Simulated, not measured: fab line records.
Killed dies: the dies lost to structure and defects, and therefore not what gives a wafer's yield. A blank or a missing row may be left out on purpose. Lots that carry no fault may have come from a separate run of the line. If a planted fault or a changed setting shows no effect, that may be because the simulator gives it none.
One fault seen from 2 desks	flow sky130	every desk sees just its own numbers, and what lay behind them comes last

AT THE TOOL OWNER'S DESK: rieDiel-01
The tool's own readings at SKY_POLY_CUT_ETCH_11 (etches Si3N4 in CF4/CH2F2/Ar, stops on poly-Si, time 42.5 s, target depth 60 nm): means of the sampled wafers that have a number, for each lot that ran on this tool. Any lot whose mean is over 4 standard deviations away from the usual mean is out of limits and marked OUT; that distance is given in the brackets.
Columns: A = drypumpMotorCurrentA at SKY_POLY_CUT_ETCH_11, usual 5.7 A; B = oesProductAu at SKY_POLY_CUT_ETCH_11, usual 0.830 a.u.; C = rfFwdPowerW at SKY_POLY_CUT_ETCH_11, usual 593.1 W; D = runLengthS at SKY_POLY_CUT_ETCH_11, usual 71.0 s; E = throttleValvePct at SKY_POLY_CUT_ETCH_11, usual 14.994 %
lot	first seen here	A	B	C	D	E
L164	day 25 04:08	6.1	0.840	592.4	71.4	14.997
L165	day 26 01:11	6.1	0.827	593.4	71.1	14.994
L167	day 26 10:44	5.4	0.827	593.7	71.0	15.001
L166	day 26 11:49	5.6	0.824	594.9	71.1	15.004
L169	day 27 18:59	6.0	0.833	594.5	70.9	14.991
L171	day 28 03:17	5.8	0.825	592.6	71.0	15.002
L170	day 28 05:23	5.6	0.831	595.0	70.8	14.994
L180	day 30 14:29	5.5	0.794 (-6.3) OUT	592.9	75.0 (+12) OUT	14.994
This desk finds L180 out of limits, L180 being first, at day 30 14:29 (oesProductAu at SKY_POLY_CUT_ETCH_11). L164, L165, L167, L166, L169, L171, L170 stayed within limits.

THE METROLOGY DESK
What the gauges read, lot by lot, whatever tool the lot ran on: means of the sampled wafers that have a number. Any lot whose mean is over 4 standard deviations away from the usual mean is out of limits and marked OUT; that distance is given in the brackets.
Columns: A = LDD_HVN_TW at SKY_LDD_HVN_TW_MEAS_10, usual 1437; B = LDD_LDN_OVL at SKY_LDD_LDN_OVL_MEAS_07, usual -0.4 nm; C = cdNm at SKY_SD_P_CD_MEAS_07, usual 379.9 nm
lot	first seen here	A	B	C
L162	day 20 15:49	1442	0.2	383.8
L163	day 20 16:07	1432	-0.4	378.7
L164	day 21 05:42	1453	0.7	376.2
L165	day 22 04:19	1435	-0.7	380.2
L167	day 22 12:37	1435	-0.3	378.5
L166	day 22 13:27	1421	-0.8	381.1
L168	day 22 14:17	1439	-0.3	377.6
L169	day 23 22:16	1448	-0.4	381.9
L171	day 24 08:18	1454	-0.7	377.9
L170	day 24 08:36	1440	1.0	382.5
L180	day 26 23:31	1429	-2.2	380.9
L181	day 27 13:04	1436	-0.5	382.8
L185	day 28 13:48	1428	-2.1	378.9
This desk's finding: nothing out of limits on any of the 13 lots.

PUT TOGETHER
At day 30 14:29, on L180, the tool owner's desk was in a position to raise an alarm.
Nothing out of limits was seen by the metrology desk.
The metrology desk has L180 on record, within its limits.
Of the lots named, all ran SKY_POLY_CUT_ETCH_11 on rieDiel-01.

WHAT THE SIMULATOR HAD INSERTED
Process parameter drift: rieDiel-01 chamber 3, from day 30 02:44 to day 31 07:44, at SKY_POLY_CUT_ETCH_11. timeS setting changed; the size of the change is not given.
Lots struck among those shown: L180.
How many hours passed from the start of the fault until each desk's first out-of-limits reading: the tool owner's desk, 12.
